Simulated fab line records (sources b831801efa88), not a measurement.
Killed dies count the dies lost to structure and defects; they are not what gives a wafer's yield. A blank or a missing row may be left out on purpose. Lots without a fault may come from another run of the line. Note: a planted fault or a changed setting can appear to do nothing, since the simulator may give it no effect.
Tool commonality check | flow sky130 | Sample size 12 lots and 36 wafers

== WHY IT WAS OPENED ==
Of 12 lots, 2 have the reading LDD_HVP_TW flagged at SKY_LDD_HVP_TW_MEAS_10. Wafers without a fault read 450, standard deviation 3.7.
Rule: a lot gets a flag if all its wafers with a number sit over 4 standard deviations from that mean, or if no wafer of it has a number. All remaining lots are regarded as sound.

lot  | measured     | on            | LDD_HVP_TW, wafer by wafer | flag
L107 | day 21 19:39 | film metro-04 | 451 453 451                |
L112 | day 23 10:39 | film metro-03 | 448 450 451                |
L114 | day 24 13:16 | film metro-03 | 446 447 448                |
L115 | day 25 02:03 | film metro-03 | 449 450 446                |
L116 | day 25 02:58 | film metro-04 | 452 451 452                |
L120 | day 26 08:04 | film metro-03 | 402 406 406                | FLAGGED
L121 | day 26 16:34 | film metro-04 | 446 446 448                |
L122 | day 26 17:38 | film metro-04 | 401 403 404                | FLAGGED
L125 | day 28 05:00 | film metro-01 | 454 454 455                |
L127 | day 28 14:25 | film metro-03 | 443 442 443                |
L128 | day 28 20:10 | film metro-04 | 452 453 455                |
L130 | day 29 13:55 | film metro-03 | 451 447 447                |
The numbers of the flagged lots are 404 on average: -46 against the usual, or -13 standard deviations.

== LOT BY LOT: THE TOOL USED ==
The record keeps 1 process step preceding the reading, out of 708 steps on the route. Read each cell as the tool, then ch plus the chambers that the sampled wafers visited, then the start.
lot  | flag    | SKY_LDD_HVP_IMPLANT_08
L107 |         | implanter-03 ch 0, day 21 19:24
L112 |         | implanter-04 ch 0, day 23 10:24
L114 |         | implanter-03 ch 0, day 24 13:01
L115 |         | implanter-04 ch 0, day 25 01:50
L116 |         | implanter-03 ch 0, day 25 02:43
L120 | FLAGGED | implanter-04 ch 0, day 26 07:50
L121 |         | implanter-03 ch 0, day 26 16:20
L122 | FLAGGED | implanter-04 ch 0, day 26 17:23
L125 |         | implanter-03 ch 0, day 28 04:45
L127 |         | implanter-03 ch 0, day 28 14:11
L128 |         | implanter-03 ch 0, day 28 19:55
L130 |         | implanter-04 ch 0, day 29 13:40
What is done by these steps:
- SKY_LDD_HVP_IMPLANT_08
- SKY_LDD_HVP_TW_MEAS_10

== FLAGGED OVER TOTAL, TOOL BY TOOL (the gauges that took the reading come last) ==
step                   | tool          | lots run | flagged | share of the flagged lots | sound lots run after its first flagged lot
SKY_LDD_HVP_IMPLANT_08 | implanter-03  | 7        | 0       | none                      | -
SKY_LDD_HVP_IMPLANT_08 | implanter-04  | 5        | 2       | all                       | 1 (L130)
SKY_LDD_HVP_TW_MEAS_10 | film metro-01 | 1        | 0       | none                      | -
SKY_LDD_HVP_TW_MEAS_10 | film metro-03 | 6        | 1       | some                      | 2 (L127,L130)
SKY_LDD_HVP_TW_MEAS_10 | film metro-04 | 5        | 1       | some                      | 1 (L128)

== WHAT IS ALLOWED BY THE TABLE ==
Rows of the table that ran each flagged lot: 1, that is implanter-04 at SKY_LDD_HVP_IMPLANT_08.
- implanter-04 at SKY_LDD_HVP_IMPLANT_08 ran 5 lots, 2 of them flagged. After the first flagged lot (L130), sound lots still ran on it; a lasting fault on the whole tool would not permit that. Its own readings lie more than 4 standard deviations out on every wafer of the flagged lots: dose ions cm2, faraday current uA.
Every row of the table either missed a flagged lot or ran a sound lot after the first.

== WHAT THE SIMULATOR HAD INSERTED ==
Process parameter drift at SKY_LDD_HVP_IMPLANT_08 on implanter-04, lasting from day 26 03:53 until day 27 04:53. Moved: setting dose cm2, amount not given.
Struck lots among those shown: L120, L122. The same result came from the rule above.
